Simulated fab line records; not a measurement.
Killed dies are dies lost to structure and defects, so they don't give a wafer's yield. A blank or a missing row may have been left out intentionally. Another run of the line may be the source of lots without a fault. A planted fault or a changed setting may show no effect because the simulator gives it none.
fab line records	flow sfqLine
record lots=7	wafers=21	lastDay=87
route steps=325 shown JJ@181 M5@198
lots untouched by any fault: they come from a run of this same line in which no faults occurred
startH: start of the lot's first displayed wafer, in hours after the record's first day	waitH: hours from the lot's prior step to this one	" the same as in the row above	L1.1+2: a single row standing in for several wafers	- no value, or no start was given	* or withheld: withheld	< > ~ a bound
route shown NAME@n: NAME is a module with steps in the file, n the number in the route of the first one	usual: mean/standard deviation taken from wafers without a fault	same: alike in all rows	chamber/n: place in a boat	sites: each site's reading	_std_site: the standard deviation of these	_edge_site: outer sites' mean less inner sites'	radiusMm: for every site, how far away it sits from the centre of the wafer	mask NAME#n: copy n	behind: the tool/chamber that last shaped the wafer	hold: the reason the lot was held/the length of the hold in hours/how it ended	device: which transistor (n, p or np) failed to switch	end of line: the route-end tests of the same wafers	a step given without rows: its recipe and nothing more	killed: dies lost to structure and defects at the first sort, not the wafer's yield	map: a wafer's dies, marking killed ones x, the rest . and places with no die _
set.NAME: setting as actually run; set.NAME@STEP: the setting as run at that earlier step	model.NAME: the simulator's own value behind a step, which no gauge read
certain route steps with their lots: each step a table, each wafer a row
services: the hour from which a tool's chamber was out of use, counted from the record's first day as startH (under 0 if before that day), plus the number of hours and why
## steps
# step SFQ_TRILAYER_JJ_TRILAYER_DEP_AL_OXIDATION_111
# recipe pressureMbar=0.014667	oxidationTimeS=600	temperatureK=293
# step SFQ_TRILAYER_JJ_TRILAYER_DEP_SPUTTER_112
# recipe material=Nb	basePressurePa=1.33e-06	chamberPressurePa=0.1333	substrateTempC=20	targetThkNm=170	powerW=2000	timeS=113.3
# usual basePressurePa=1.34e-06/8.6e-08	throttleValvePct=30.0/1.1
# same timeS=113.3
lot.wafer	tool	chamber	startH	waitH	basePressurePa	throttleValvePct
L942.2	pvdSputter-03	-	1048.43	0.5	1.36e-06	31.3
L942.5	"	-	"	"	1.48e-06	31.7
L942.6	"	-	"	"	1.32e-06	30.6
L945.1	pvdSputter-05	-	1122.06	0.5	1.31e-06	31.2
L945.2	"	-	"	"	1.31e-06	30.1
L945.5	"	-	"	"	1.27e-06	31.1
L954.2	pvdSputter-06	-	1196.87	0.5	1.39e-06	28.8
L954.4	"	-	"	"	1.32e-06	31.3
L954.6	"	-	"	"	1.37e-06	31.5
L955.2	pvdSputter-05	-	1199.29	0.5	1.39e-06	29.9
L955.4	"	-	"	"	1.32e-06	31.4
L955.6	"	-	"	"	1.42e-06	30.6
L956.4	pvdSputter-03	-	1201.67	0.5	1.2e-06	28.7
L956.5	"	-	"	"	1.3e-06	29.0
L956.6	"	-	"	"	1.32e-06	28.0
L960.2	pvdSputter-03	-	1208.87	0.5	1.5e-06	28.9
L960.3	"	-	"	"	1.45e-06	30.3
L960.6	"	-	"	"	1.32e-06	28.8
L963.4	pvdSputter-05	-	1213.67	0.5	1.38e-06	31.0
L963.5	"	-	"	"	1.31e-06	30.2
L963.6	"	-	"	"	1.42e-06	31.3
# step SFQ_JJ_RS_MEAS_929
# recipe thkMeasGauge=four-point-probe	reads=Nb_of_TRILAYER_JJ_TRILAYER_DEP_SPUTTER_112
# usual JJ_NB_RS=1.052/0.0096
lot.wafer	tool	chamber	startH	waitH	JJ_NB_RS[ohm/sq]
L942.2	filmMetro-02	-	1048.54	0.1	1.049
L942.5	"	-	"	"	1.049
L942.6	"	-	"	"	1.048
L945.1	filmMetro-01	-	1122.14	0.0	1.042
L945.2	"	-	"	"	1.042
L945.5	"	-	"	"	1.044
L954.2	filmMetro-03	-	1196.97	0.1	1.054
L954.4	"	-	"	"	1.049
L954.6	"	-	"	"	1.056
L955.2	filmMetro-03	-	1199.39	0.1	1.051
L955.4	"	-	"	"	1.045
L955.6	"	-	"	"	1.039
L956.4	filmMetro-02	-	1201.81	0.1	1.052
L956.5	"	-	"	"	1.055
L956.6	"	-	"	"	1.053
L960.2	filmMetro-03	-	1208.97	0.1	1.058
L960.3	"	-	"	"	1.068
L960.6	"	-	"	"	1.069
L963.4	filmMetro-01	-	1213.81	0.1	1.049
L963.5	"	-	"	"	1.051
L963.6	"	-	"	"	1.054
# step SFQ_TRILAYER_JJ_CE_LITHO_COAT_119
# recipe resist=BARC	spinRpm=3000	resistThkNm=62
# step SFQ_TRILAYER_JJ_CE_LITHO_COAT_114
# recipe resist=KrF	spinRpm=3000	resistThkNm=600
# step SFQ_TRILAYER_JJ_CE_LITHO_SOFTBAKE_118
# recipe tempC=withheld	timeS=withheld	resist=KrF
# step SFQ_TRILAYER_JJ_CE_LITHO_EXPOSE_115
# recipe maskId=J5	na=0.6	sourceShape=conventional	sigmaOuter=0.65	targetCdNm=700	doseMj=14.4
# step SFQ_TRILAYER_JJ_CE_LITHO_PEB_117
# recipe pebTempC=115	pebTimeS=60	resist=KrF
# step SFQ_TRILAYER_JJ_CE_LITHO_DEVELOP_116
# recipe timeS=60	resist=KrF
# step SFQ_JJ_OVL_MEAS_931
# usual J5_OVL=-1/5.1
lot.wafer	tool	chamber	startH	waitH	J5_OVL[nm]
L942.2	overlay-02	-	1173.07	0.1	-9
L942.5	"	-	"	"	-2
L942.6	"	-	"	"	-5
L945.1	overlay-02	-	1251.31	0.1	0
L945.2	"	-	"	"	4
L945.5	"	-	"	"	4
L954.2	overlay-01	-	1324.52	0.1	-5
L954.4	"	-	"	"	-4
L954.6	"	-	"	"	1
L955.2	overlay-02	-	1329.32	0.1	2
L955.4	"	-	"	"	2
L955.6	"	-	"	"	3
L956.4	overlay-02	-	1331.73	0.1	-3
L956.5	"	-	"	"	6
L956.6	"	-	"	"	0
L960.2	overlay-02	-	1342.64	0.1	0
L960.3	"	-	"	"	3
L960.6	"	-	"	"	-1
L963.4	overlay-02	-	1349.86	0.1	1
L963.5	"	-	"	"	2
L963.6	"	-	"	"	7
# step SFQ_TRILAYER_JJ_CE_METRO_MEASURE_117
# usual cdNm=699.6/1.2
lot.wafer	tool	chamber	startH	waitH	cdNm
L942.2	cdSem-02	-	1173.30	0.2	698.1
L942.5	"	-	"	"	698.6
L942.6	"	-	"	"	698.3
L945.1	cdSem-01	-	1251.35	0.0	701.2
L945.2	"	-	"	"	702.1
L945.5	"	-	"	"	701.1
L954.2	cdSem-01	-	1324.75	0.2	699.8
L954.4	"	-	"	"	697.4
L954.6	"	-	"	"	698.5
L955.2	cdSem-02	-	1329.55	0.2	699.0
L955.4	"	-	"	"	699.5
L955.6	"	-	"	"	700.6
L956.4	cdSem-01	-	1332.35	0.6	697.8
L956.5	"	-	"	"	699.8
L956.6	"	-	"	"	698.6
L960.2	cdSem-01	-	1342.87	0.2	700.8
L960.3	"	-	"	"	700.4
L960.6	"	-	"	"	700.4
L963.4	cdSem-02	-	1350.47	0.6	699.7
L963.5	"	-	"	"	699.3
L963.6	"	-	"	"	699.9
# step SFQ_TRILAYER_JJ_CE_BARC_OPEN_RIE_150
# recipe maskMaterial=PR	chemistry=O2	targetDepthNm=240	target=BARC	icpW=600	biasW=80	pressureMtorr=10	timeS=80
# usual biasW=80.00/0.27	chamberPressureMTorr=10.000/0.0089	drypumpMotorCurrentA=5.33/0.25	oesProductAu=0.538/0.0046	timeS=80/0
lot.wafer	tool	chamber	startH	waitH	biasW	chamberPressureMTorr	drypumpMotorCurrentA	oesProductAu	rfHoursCounterH	timeS
L942.2	rieMetal-04	0	1174.30	0.8	80.13	10.011	4.91	0.536	87	80
L942.5	"	0	"	"	79.97	9.993	4.87	0.538	-	80
L942.6	"	1	"	"	80.24	9.993	5.46	0.536	-	80
L945.1	rieMetal-01	0	1252.55	1.0	80.18	10.008	5.35	0.531	78	80
L945.2	"	1	"	"	80.13	10.005	5.40	0.546	28	80
L945.5	"	1	"	"	79.69	9.986	5.40	0.536	-	80
L954.2	rieMetal-02	1	1325.75	0.8	-	-	-	-	-	-
L954.4	"	0	"	"	-	-	-	-	-	-
L954.6	"	0	"	"	-	-	-	-	-	-
L955.2	rieMetal-04	1	1330.55	0.8	-	-	-	-	-	-
L955.4	"	0	"	"	-	-	-	-	-	-
L955.6	"	0	"	"	-	-	-	-	-	-
L956.4	rieMetal-04	0	1332.98	0.4	-	-	-	-	-	-
L956.5	"	0	"	"	-	-	-	-	-	-
L956.6	"	1	"	"	-	-	-	-	-	-
L960.2	rieMetal-01	1	1343.87	0.8	79.95	9.999	5.40	0.542	37	80
L960.3	"	0	"	"	79.96	10.010	5.34	0.543	-	80
L960.6	"	1	"	"	79.79	9.999	5.40	0.544	-	80
L963.4	rieMetal-01	1	1351.10	0.4	80.28	10.003	5.40	0.536	-	80
L963.5	"	1	"	"	80.49	10.003	5.38	0.546	-	80
L963.6	"	0	"	"	80.65	10.024	5.34	0.536	-	80
# step SFQ_TRILAYER_JJ_CE_ETCH_RIE_118
# recipe target=Nb	stopOn=Al2O3	maskMaterial=PR	taperDeg=13.257	overEtchFrac=0.15	timeS=97.7	chemistry=SF6	targetDepthNm=170	icpW=600	biasW=80	pressureMtorr=10
# usual biasW=79.99/0.22	chamberPressureMTorr=9.999/0.0085	drypumpMotorCurrentA=5.33/0.25	oesProductAu=0.988/0.0063
# same timeS=97.7
lot.wafer	tool	chamber	startH	waitH	biasW	chamberPressureMTorr	drypumpMotorCurrentA	oesProductAu	rfHoursCounterH
L942.2	rieMetal-04	0	1174.39	0.1	79.98	9.994	4.89	0.985	87
L942.5	"	0	"	"	80.12	10.002	4.88	0.989	-
L942.6	"	1	"	"	79.71	10.009	5.46	0.989	-
L945.1	rieMetal-01	0	1252.64	0.1	80.14	10.001	5.33	0.988	78
L945.2	"	1	"	"	79.83	10.002	5.38	0.993	28
L945.5	"	1	"	"	80.51	10.010	5.38	0.992	-
L954.2	rieMetal-02	1	1325.84	0.1	79.93	9.995	5.69	0.376	44
L954.4	"	0	"	"	80.22	10.005	5.50	0.375	-
L954.6	"	0	"	"	80.14	10.003	5.49	0.383	-
L955.2	rieMetal-04	1	1330.64	0.1	80.45	10.020	5.46	0.372	35
L955.4	"	0	"	"	79.77	9.983	4.85	0.383	-
L955.6	"	0	"	"	80.01	10.002	4.87	0.371	-
L956.4	rieMetal-04	0	1333.08	0.1	79.83	9.992	4.85	0.376	-
L956.5	"	0	"	"	79.87	9.996	4.90	0.375	-
L956.6	"	1	"	"	80.26	10.002	5.42	0.370	-
L960.2	rieMetal-01	1	1343.97	0.1	79.79	9.999	5.39	0.982	37
L960.3	"	0	"	"	79.57	10.006	5.34	0.985	-
L960.6	"	1	"	"	79.69	10.006	5.38	0.974	-
L963.4	rieMetal-01	1	1351.20	0.1	80.15	9.982	5.38	0.992	-
L963.5	"	1	"	"	80.10	9.985	5.37	0.988	-
L963.6	"	0	"	"	80.15	10.003	5.37	0.995	-
# step SFQ_TRILAYER_JJ_ANODIZE_ANODIZE_119
# recipe currentDensityMaCm2=withheld	endCurrentDensityMaCm2=withheld	bathTempC=withheld
# step SFQ_TRILAYER_JJ_CE_STRIP_STRIP_120
# recipe gas=O2	powerW=200	platenTempC=40	overashFraction=0.65	chemistry=O2	pressureMtorr=50
# usual drypumpMotorCurrentA=5.45/0.22	oesProductAu=0.998/0.0073
lot.wafer	tool	chamber	startH	waitH	drypumpMotorCurrentA	oesProductAu	rfHoursCounterH
L942.2	rieMetal-02	1	1175.20	0.2	5.68	0.995	-
L942.5	"	1	"	"	5.66	0.992	-
L942.6	"	1	"	"	5.66	0.991	-
L945.1	rieMetal-04	1	1253.29	0.0	5.46	0.996	30
L945.2	"	0	"	"	4.89	0.994	96
L945.5	"	0	"	"	4.89	0.997	-
L954.2	rieMetal-01	1	1326.45	0.0	5.39	0.992	35
L954.4	"	0	"	"	5.33	0.997	-
L954.6	"	1	"	"	5.39	1.004	-
L955.2	rieMetal-02	1	1331.25	0.0	5.67	1.003	44
L955.4	"	0	"	"	5.53	0.985	-
L955.6	"	1	"	"	5.72	1.001	-
L956.4	rieMetal-02	1	1333.85	0.2	5.72	0.994	-
L956.5	"	1	"	"	5.68	0.998	-
L956.6	"	0	"	"	5.49	1.002	-
L960.2	rieMetal-04	1	1344.57	0.0	5.45	1.000	37
L960.3	"	1	"	"	5.45	1.000	-
L960.6	"	1	"	"	5.46	1.009	-
L963.4	rieMetal-02	1	1351.97	0.2	5.66	0.991	-
L963.5	"	1	"	"	5.66	0.991	-
L963.6	"	0	"	"	5.46	0.998	-
# step SFQ_TRILAYER_JJ_CE_STRIP_SOLV_CLEAN_121
# recipe chemistry=NMP	tempC=70	timeS=600
# step SFQ_TRILAYER_M5_LITHO_COAT_128
# recipe resist=BARC	spinRpm=3000	resistThkNm=62
# step SFQ_TRILAYER_M5_LITHO_COAT_123
# recipe resist=KrF	spinRpm=3000	resistThkNm=600
# step SFQ_TRILAYER_M5_LITHO_SOFTBAKE_127
# recipe tempC=withheld	timeS=withheld	resist=KrF
# step SFQ_TRILAYER_M5_LITHO_EXPOSE_124
# recipe maskId=M5	na=0.6	sourceShape=conventional	sigmaOuter=0.65	targetCdNm=700	doseMj=14.4
# usual exposureDoseMJCm2=14.404/0.015	focusOffsetNm=0.0/0.44
lot.wafer	tool	chamber	startH	waitH	mask	exposureDoseMJCm2	focusOffsetNm
L942.2	krfScanner-01	0	1305.21	-	M5#0	14.435	-0.3
L942.5	"	0	"	"	M5#0	14.398	0.1
L942.6	"	0	"	"	M5#0	14.406	0.1
L945.1	krfScanner-01	0	1381.68	-	M5#0	14.395	-0.1
L945.2	"	0	"	"	M5#0	14.396	-0.1
L945.5	"	0	"	"	M5#0	14.389	-0.1
L954.2	krfScanner-02	-	1453.06	-	M5#0	-	-
L954.4	"	-	"	"	M5#0	-	-
L954.6	"	-	"	"	M5#0	-	-
L955.2	krfScanner-02	-	1457.86	-	M5#0	-	-
L955.4	"	-	"	"	M5#0	-	-
L955.6	"	-	"	"	M5#0	-	-
L956.4	krfScanner-02	-	1459.46	-	M5#0	-	-
L956.5	"	-	"	"	M5#0	-	-
L956.6	"	-	"	"	M5#0	-	-
L960.2	krfScanner-02	0	1469.86	-	M5#0	14.390	-0.4
L960.3	"	0	"	"	M5#0	14.408	0.4
L960.6	"	0	"	"	M5#0	14.393	0.3
L963.4	krfScanner-02	0	1475.06	-	M5#0	14.415	-0.2
L963.5	"	0	"	"	M5#0	14.422	0.6
L963.6	"	0	"	"	M5#0	14.425	0.1
# step SFQ_TRILAYER_M5_LITHO_PEB_126
# recipe pebTempC=115	pebTimeS=60	resist=KrF
## services
tool	chamber	startH	hours	kind
krfScanner-02	-	1052.99	1.0	pm
cdSem-01	-	1058.61	2.1	pm
cdSem-01	-	1077.15	1.5	pm
krfScanner-02	-	1097.32	0.8	pm
rieMetal-02	0	1104.73	6.1	repair
rieMetal-01	-	1123.86	2.8	pm
cdSem-01	-	1155.15	1.3	pm
krfScanner-02	-	1180.87	1.3	pm
rieMetal-01	-	1185.28	0.4	repair
krfScanner-02	-	1222.09	1.0	pm
cdSem-01	-	1223.90	0.3	pm
cdSem-01	-	1242.61	1.1	pm
krfScanner-02	-	1251.37	0.8	pm
cdSem-01	-	1261.15	0.6	pm
rieMetal-04	-	1263.83	28.1	pm
rieMetal-02	1	1300.91	8.0	repair
krfScanner-02	-	1324.59	1.6	repair
rieMetal-02	-	1354.97	2.8	pm
rieMetal-01	-	1355.48	28.1	pm
krfScanner-02	-	1356.74	1.3	pm
krfScanner-02	-	1374.36	8.0	repair
krfScanner-02	-	1391.41	1.0	pm
krfScanner-02	-	1420.17	0.8	pm
rieMetal-04	-	1467.17	14.6	pm
## key
firstSign step=SFQ_TRILAYER_JJ_CE_BARC_OPEN_RIE_150	reading=toolRecord	direction=missing
effect step=SFQ_TRILAYER_JJ_CE_ETCH_RIE_118	reading=oesProductAu	direction=down	sigmas=98	usual=0.988	struck=0.376
effect step=SFQ_TRILAYER_M5_LITHO_EXPOSE_124	reading=toolRecord	direction=missing
metAt SFQ_TRILAYER_JJ_CE_BARC_OPEN_RIE_150
struckWafers L954.2,L954.4,L954.6,L955.2,L955.4,L955.6,L956.4,L956.5,L956.6
onsetBetween 1174.30 1325.75
fault kind=skippedStepWhole	tool=rieMetal-02,rieMetal-04	chamber=-	onsetH=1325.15	steps=SFQ_TRILAYER_JJ_CE_BARC_OPEN_RIE_150	scope=struckLotsOnly
